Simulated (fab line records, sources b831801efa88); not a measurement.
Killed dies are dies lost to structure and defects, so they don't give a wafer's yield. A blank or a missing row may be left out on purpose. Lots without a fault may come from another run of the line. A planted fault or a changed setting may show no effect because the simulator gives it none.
fab line records | flow gf180mcu | part 2 of 2: steps 29 to 41 of 41
record lots=5 wafers=15 last_day=33
route steps=602 shown V5@542 TOP_METAL@567
lots that met no fault: from a run of the same line without faults
start_h: hours from the record's first day to the start of the lot's first wafer shown | wait_h: hours since the lot's step before | " the same as in the row above | L1.1+2: a row that stands for several wafers | - no value, or no start given | * or withheld: withheld | < > ~ a bound
route shown NAME@n: a module of which the file shows steps, and the number in the route of the first | usual: mean/standard deviation of fault-free wafers | same: alike in all rows | chamber/n: place in a boat | sites: the reading at each site | _std_site: their standard deviation | _edge_site: outer sites' mean less inner sites' | radius_mm: how far each site lies from the wafer's centre | mask NAME#n: copy n | behind: the tool/chamber that last shaped the wafer | hold: why the lot was held/for how many hours/how that ended | device: the transistor (n, p or np) that didn't switch | end of line: the same wafers' tests at the end of the route | a step without rows: its recipe alone | killed: dies lost to structure and defects at the first sort, not the wafer's yield | map: a wafer's dies, x killed, . not, _ none there
set.NAME: the setting as run; set.NAME@STEP: as run at that earlier step | model.NAME: the simulator's own value behind a step, which no gauge read
lots at some steps of the route; a table a step, a row a wafer
services: from which hour (start_h, from the record's first day; less than 0 if before it) a tool's chamber was out of use, for how many hours, and why
## steps
# step GF_TOP_METAL_SPUTTER_03
# recipe material=Ti target_thk_nm=5 substrate_temp_c=300 chamber_pressure_pa=0.3 power_w=3000 time_s=3.3
# usual substrate_temp_c=299.99/0.19 throttle_valve_pct=30.2/1
# columns lot.wafer tool chamber start_h wait_h substrate_temp_c throttle_valve_pct
L078.3 pvd_sputter-03 - 663.38 0.0 300.03 31.0
L078.4 " - " " 300.24 31.9
L078.5 " - " " 300.14 29.3
L080.1 pvd_sputter-04 - 673.63 0.0 299.87 29.4
L080.3 " - " " 300.15 30.2
L080.5 " - " " 299.93 31.2
L084.1 pvd_sputter-04 - 711.52 0.0 299.73 29.0
L084.2 " - " " 299.99 29.1
L084.3 " - " " 300.17 30.2
L087.1 pvd_sputter-03 - 726.66 0.0 300.03 29.1
L087.4 " - " " 300.13 32.1
L087.5 " - " " 299.69 31.0
L093.2 pvd_sputter-03 - 761.49 0.0 300.18 29.2
L093.3 " - " " 299.98 31.1
L093.6 " - " " 300.08 32.1
# step GF_TOP_METAL_SPUTTER_04
# recipe material=TiN target_thk_nm=25 power_w=6500 time_s=20.8 chamber_pressure_pa=0.4
# usual throttle_valve_pct=30.3/1
# columns lot.wafer tool chamber start_h wait_h throttle_valve_pct
L078.3 pvd_sputter-03 - 663.40 0.0 30.9
L078.4 " - " " 31.9
L078.5 " - " " 29.3
L080.1 pvd_sputter-04 - 673.65 0.0 29.5
L080.3 " - " " 30.3
L080.5 " - " " 31.2
L084.1 pvd_sputter-04 - 711.54 0.0 29.0
L084.2 " - " " 29.4
L084.3 " - " " 30.7
L087.1 pvd_sputter-03 - 726.68 0.0 29.1
L087.4 " - " " 32.1
L087.5 " - " " 31.2
L093.2 pvd_sputter-03 - 761.51 0.0 29.2
L093.3 " - " " 30.9
L093.6 " - " " 32.0
# step GF_TOP_METAL_RS_MEAS_05
# recipe thk_meas_gauge=four-point-probe reads=TiN_of_TOP_METAL_SPUTTER_04+Ti_of_TOP_METAL_SPUTTER_03+AlCu_of_TOP_METAL_SPUTTER_02+TiN_of_TOP_METAL_SPUTTER_01+Ti_of_TOP_METAL_SPUTTER_00
# usual TOP_METAL_ALCU_RS=0.0327/0.00036
# columns lot.wafer tool chamber start_h wait_h TOP_METAL_ALCU_RS[ohm/sq]
L078.3 film_metro-01 - 663.46 0.1 0.0329
L078.4 " - " " 0.0328
L078.5 " - " " 0.0326
L080.1 film_metro-01 - 673.68 0.0 0.0326
L080.3 " - " " 0.0323
L080.5 " - " " 0.0326
L084.1 film_metro-01 - 711.57 0.0 0.0330
L084.2 " - " " 0.0334
L084.3 " - " " 0.0329
L087.1 film_metro-04 - 726.71 0.0 0.0327
L087.4 " - " " 0.0330
L087.5 " - " " 0.0329
L093.2 film_metro-01 - 761.55 0.0 0.0323
L093.3 " - " " 0.0324
L093.6 " - " " 0.0323
# step GF_TOP_METAL_THK_MEAS_06
# recipe thk_meas_gauge=xrf reads=AlCu_of_TOP_METAL_SPUTTER_02
# usual TOP_METAL_ALCU_THK=897/9.7
# columns lot.wafer tool chamber start_h wait_h TOP_METAL_ALCU_THK[nm]
L078.3 film_metro-01 - 663.56 0.1 883
L078.4 " - " " 883
L078.5 " - " " 897
L080.1 film_metro-01 - 673.80 0.1 904
L080.3 " - " " 906
L080.5 " - " " 897
L084.1 film_metro-01 - 711.69 0.1 893
L084.2 " - " " 877
L084.3 " - " " 882
L087.1 film_metro-04 - 726.83 0.1 900
L087.4 " - " " 895
L087.5 " - " " 895
L093.2 film_metro-01 - 761.66 0.1 897
L093.3 " - " " 897
L093.6 " - " " 901
# step GF_TOP_METAL_DEHYDRATE_07
# recipe temp_c=200 time_s=60
# columns lot.wafer tool chamber start_h wait_h
L078.3+4+5 litho_track-02 0 671.87 8.3
L080.1+3+5 litho_track-03 0 682.72 8.9
L084.1+2+3 litho_track-04 0 719.85 8.2
L087.1+4+5 litho_track-03 0 735.22 8.4
L093.2+3+6 litho_track-04 0 768.38 6.7
# step GF_TOP_METAL_HMDS_08
# recipe prime_time_s=60 prime_temp_c=120
# columns lot.wafer tool chamber start_h wait_h
L078.3+4+5 litho_track-02 0 672.02 0.1
L080.1+3+5 litho_track-03 0 682.87 0.1
L084.1+2+3 litho_track-04 0 720.00 0.1
L087.1+4+5 litho_track-03 0 735.37 0.1
L093.2+3+6 litho_track-04 0 768.53 0.1
# step GF_TOP_METAL_COAT_09
# recipe resist=NOVOLAK spin_rpm=3000 resist_thk_nm=1500
# columns lot.wafer tool chamber start_h wait_h
L078.3+4+5 litho_track-02 0 672.17 0.1
L080.1+3+5 litho_track-03 0 683.02 0.1
L084.1+2+3 litho_track-04 0 720.15 0.1
L087.1+4+5 litho_track-03 0 735.52 0.1
L093.2+3+6 litho_track-04 0 768.68 0.1
# step GF_TOP_METAL_SOFTBAKE_10
# recipe temp_c=90 time_s=60 resist=NOVOLAK
# columns lot.wafer tool chamber start_h wait_h
L078.3+4+5 litho_track-02 0 672.32 0.1
L080.1+3+5 litho_track-03 0 683.17 0.1
L084.1+2+3 litho_track-04 0 720.30 0.1
L087.1+4+5 litho_track-03 0 735.67 0.1
L093.2+3+6 litho_track-04 0 768.83 0.1
# step GF_TOP_METAL_EXPOSE_11
# recipe mask_id=MetalTop target_cd_nm=440 na=0.6 source_shape=conventional sigma_outer=0.6 dose_mj=170
# same na=0.6
# columns lot.wafer tool chamber start_h wait_h mask
L078.3+4+5 iline_stepper-01 0 - - MetalTop#0
L080.1+3+5 iline_stepper-01 0 - - MetalTop#0
L084.1+2+3 iline_stepper-01 0 - - MetalTop#0
L087.1+4+5 iline_stepper-02 0 - - MetalTop#0
L093.2+3+6 iline_stepper-01 0 - - MetalTop#0
# step GF_TOP_METAL_PEB_12
# recipe temp_c=withheld time_s=* resist=NOVOLAK
# columns lot.wafer tool chamber start_h wait_h
L078.3+4+5 litho_track-03 0 - -
L080.1+3+5 litho_track-02 0 - -
L084.1+2+3 litho_track-03 0 - -
L087.1+4+5 litho_track-04 0 - -
L093.2+3+6 litho_track-04 0 - -
# step GF_TOP_METAL_DEVELOP_13
# recipe develop_time_s=60 dev_temp_c=23
# columns lot.wafer tool chamber start_h wait_h
L078.3+4+5 litho_track-03 0 682.02 0.1
L080.1+3+5 litho_track-02 0 692.62 0.1
L084.1+2+3 litho_track-03 0 729.02 0.1
L087.1+4+5 litho_track-04 0 744.15 0.1
L093.2+3+6 litho_track-04 0 776.43 0.1
# step GF_TOP_METAL_CD_MEAS_14
# recipe target_cd_nm=440
# usual cd_nm=440.4/2.6
# columns lot.wafer tool chamber start_h wait_h cd_nm
L078.3 cd_sem-01 - 682.16 0.1 439.2
L078.4 " - " " 439.6
L078.5 " - " " 437.5
L080.1 cd_sem-01 - 692.77 0.1 441.2
L080.3 " - " " 439.3
L080.5 " - " " 438.5
L084.1 cd_sem-01 - 729.17 0.1 443.1
L084.2 " - " " 441.2
L084.3 " - " " 440.6
L087.1 cd_sem-02 - 744.30 0.1 439.4
L087.4 " - " " 439.1
L087.5 " - " " 439.1
L093.2 cd_sem-02 - 776.57 0.1 443.4
L093.3 " - " " 444.4
L093.6 " - " " 443.3
# step GF_TOP_METAL_OVL_MEAS_15
# usual TOP_METAL_OVL=0.0/1.2
# columns lot.wafer tool chamber start_h wait_h TOP_METAL_OVL[nm]
L078.3 overlay-01 - 682.25 0.1 -0.8
L078.4 " - " " -1.7
L078.5 " - " " -1.5
L080.1 overlay-02 - 692.89 0.1 1.0
L080.3 " - " " 1.2
L080.5 " - " " 2.9
L084.1 overlay-01 - 729.29 0.1 -1.4
L084.2 " - " " -0.9
L084.3 " - " " -0.6
L087.1 overlay-02 - 744.42 0.1 0.1
L087.4 " - " " 0.9
L087.5 " - " " 0.1
L093.2 overlay-02 - 776.68 0.1 0.7
L093.3 " - " " -0.9
L093.6 " - " " 0.3
## services
# columns tool chamber start_h hours kind
pvd_sputter-01 - 621.88 10.5 repair
rie_diel-01 0 626.03 1.4 repair
cvd_w-01 1 627.26 5.3 repair
cvd_w-01 1 642.02 5.5 repair
krf_scanner-01 - 643.07 1.1 repair
krf_scanner-01 - 644.21 0.8 pm
cmp-02 - 648.36 4.4 pm
cmp-02 - 656.16 0.4 repair
iline_stepper-01 - 674.24 1.7 pm
cmp-01 - 680.76 0.9 repair
pvd_sputter-04 - 685.41 2.9 repair
rie_diel-01 - 689.73 2.8 pm
pvd_sputter-02 - 707.29 1.7 repair
iline_stepper-01 - 710.07 4.4 pm
pvd_sputter-01 - 713.58 3.1 repair
cmp-02 - 721.58 1.6 repair
pvd_sputter-04 - 721.84 7.3 repair
pvd_sputter-02 - 731.93 2.5 repair
pvd_sputter-02 - 738.53 5.2 repair
cmp-01 - 744.21 4.0 pm
rie_diel-01 1 746.40 4.6 repair
pvd_sputter-02 - 749.25 5.4 repair
iline_stepper-01 - 755.17 10.6 repair
pvd_sputter-01 - 772.99 6.3 repair
